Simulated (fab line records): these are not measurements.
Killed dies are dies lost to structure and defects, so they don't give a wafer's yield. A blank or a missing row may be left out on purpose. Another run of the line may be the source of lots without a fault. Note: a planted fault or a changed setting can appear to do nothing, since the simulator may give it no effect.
Which tool did it? / flow sky130 / 11 lots with 33 wafers sampled at 2 steps, on a route of 708 steps

WHAT EACH GAUGE READ, for each wafer
SKY_VIA2_CD_MEAS_12 targets a cd of 200 nm.
lot=L284; measured=day 36 15:06; on=cd-sem-01; cd-nm (nm)=200.5 198.7 200.1
lot=L293; measured=day 39 09:10; on=cd-sem-01; cd-nm (nm)=200.7 201.2 201.8
lot=L294; measured=day 39 18:13; on=cd-sem-01; cd-nm (nm)=187.2 193.4 199.8 187.4 193.5 200.0
lot=L296; measured=day 39 21:37; on=cd-sem-01; cd-nm (nm)=198.5 187.8 183.5 198.2 187.6 183.1
lot=L298; measured=day 40 15:11; on=cd-sem-02; cd-nm (nm)=198.2 197.5 198.6
lot=L300; measured=day 41 09:10; on=cd-sem-02; cd-nm (nm)=198.6 199.1 199.1
lot=L302; measured=day 41 19:02; on=cd-sem-01; cd-nm (nm)=202.6 204.0 204.2
lot=L303; measured=day 42 11:07; on=cd-sem-01; cd-nm (nm)=201.7 201.2 201.3
lot=L304; measured=day 42 12:24; on=cd-sem-02; cd-nm (nm)=200.5 201.9 200.3
lot=L305; measured=day 42 14:42; on=cd-sem-02; cd-nm (nm)=202.0 200.9 200.6
lot=L307; measured=day 43 10:22; on=cd-sem-02; cd-nm (nm)=199.1 199.4 200.1

WHICH TOOL RAN EACH LOT (tool, then ch and the chambers of the sampled wafers, then the start)
lot=L284; SKY_VIA2_EXPOSE_09=krf-scanner-01 ch 0, day 36 01:37
lot=L293; SKY_VIA2_EXPOSE_09=krf-scanner-02 ch 0, day 38 22:08
lot=L294; SKY_VIA2_EXPOSE_09=krf-scanner-01 ch 0, day 39 05:22
lot=L296; SKY_VIA2_EXPOSE_09=krf-scanner-01 ch 0, day 39 08:41
lot=L298; SKY_VIA2_EXPOSE_09=krf-scanner-02 ch 0, day 40 03:34
lot=L300; SKY_VIA2_EXPOSE_09=krf-scanner-02 ch 0, day 40 21:42
lot=L302; SKY_VIA2_EXPOSE_09=krf-scanner-02 ch 0, day 41 06:46
lot=L303; SKY_VIA2_EXPOSE_09=krf-scanner-01 ch 0, day 42 00:11
lot=L304; SKY_VIA2_EXPOSE_09=krf-scanner-02 ch 0, day 42 01:17
lot=L305; SKY_VIA2_EXPOSE_09=krf-scanner-01 ch 0, day 42 03:16
lot=L307; SKY_VIA2_EXPOSE_09=krf-scanner-02 ch 0, day 43 00:19
- SKY_VIA2_EXPOSE_09: exposes mask VIM2, target cd 200 nm.

THE ANSWER, worked out from the rows above alone
Rule: what is usual is taken from the lots themselves. Put in order of their means at a reading, lots are off if they are a third of the lots or fewer, leave a main group of 4 or more, and stand apart from it by a gap of 3 or more times the standard deviation of the main group's means; of several such gaps the widest counts. The tables above print the reading to a certain number of digits; a main group whose means all agree to those digits is not used. Also off: a lot with no number at a reading for which 4 or more lots have one. Any other lot the step has rows for is counted as sound.
Across all readings shown, no lot is off: no conclusion can be drawn from this.

WHAT HAD BEEN PUT IN BY THE SIMULATOR
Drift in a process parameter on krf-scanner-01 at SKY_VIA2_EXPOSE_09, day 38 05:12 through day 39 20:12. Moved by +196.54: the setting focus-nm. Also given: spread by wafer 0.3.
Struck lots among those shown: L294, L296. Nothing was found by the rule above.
